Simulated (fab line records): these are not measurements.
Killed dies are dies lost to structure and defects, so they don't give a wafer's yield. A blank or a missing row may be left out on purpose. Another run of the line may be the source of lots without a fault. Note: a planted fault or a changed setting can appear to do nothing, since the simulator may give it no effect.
Matching of chambers || flow sky130 || cmp-01 running SKY_FIELD_ISO_CMP_27: 4 sister chambers
The step polishes, stops on Si3N4, t overpolish 16 s, target thk 457.8 nm. 4 wafers are shown with their chamber, then 7 later ones without.

== WAFERS PAIRED WITH THEIR CHAMBERS ==
{"wafer": "L257.1", "chamber": 3, "motor current A (A)": 13.6}
{"wafer": "L257.5", "chamber": 2, "motor current A (A)": 10.3}
{"wafer": "L257.6", "chamber": 1, "motor current A (A)": 11.8}
{"wafer": "L262.1", "chamber": 0, "motor current A (A)": 10.4}

== WAFERS WITH NO CHAMBER GIVEN ==
{"wafer": "L262.2", "motor current A (A)": 14.0}
{"wafer": "L264.1", "motor current A (A)": 10.5}
{"wafer": "L264.2", "motor current A (A)": 13.2}
{"wafer": "L264.6", "motor current A (A)": 10.9}
{"wafer": "L268.1", "motor current A (A)": 10.1}
{"wafer": "L268.4", "motor current A (A)": 14.1}
{"wafer": "L268.5", "motor current A (A)": 13.1}

== WHICH CHAMBER EACH WENT THROUGH ==
{"wafer": "L262.2", "from the rows above": 3, "in truth": 3}
{"wafer": "L264.1", "from the rows above": "can't be placed: 0 or 2", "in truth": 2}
{"wafer": "L264.2", "from the rows above": 3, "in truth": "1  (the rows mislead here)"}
{"wafer": "L264.6", "from the rows above": "can't be placed: 0 or 2 or 1", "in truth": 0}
{"wafer": "L268.1", "from the rows above": "can't be placed: 2 or 0", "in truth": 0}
{"wafer": "L268.4", "from the rows above": 3, "in truth": 3}
{"wafer": "L268.5", "from the rows above": "can't be placed: 3 or 1", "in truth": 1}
2 of 7 placed correctly. Unplaceable from these rows: 4, with the true chamber sitting among the candidates in 4. Number placed wrongly: 1.
How it was worked out, from the rows above alone: a wafer's distance from a chamber is the root of the sum, over the readings, of the square of ((its reading less the chamber's mean) divided by the reading's scatter). If the next closest chamber is less than 2 further off than the closest, the wafer can't be placed; otherwise it belongs to the closest. A chamber's mean is the mean of its shown wafers. The scatter: root of mean squared gap, hidden wafer to nearest shown wafer, with one shown wafer a chamber.
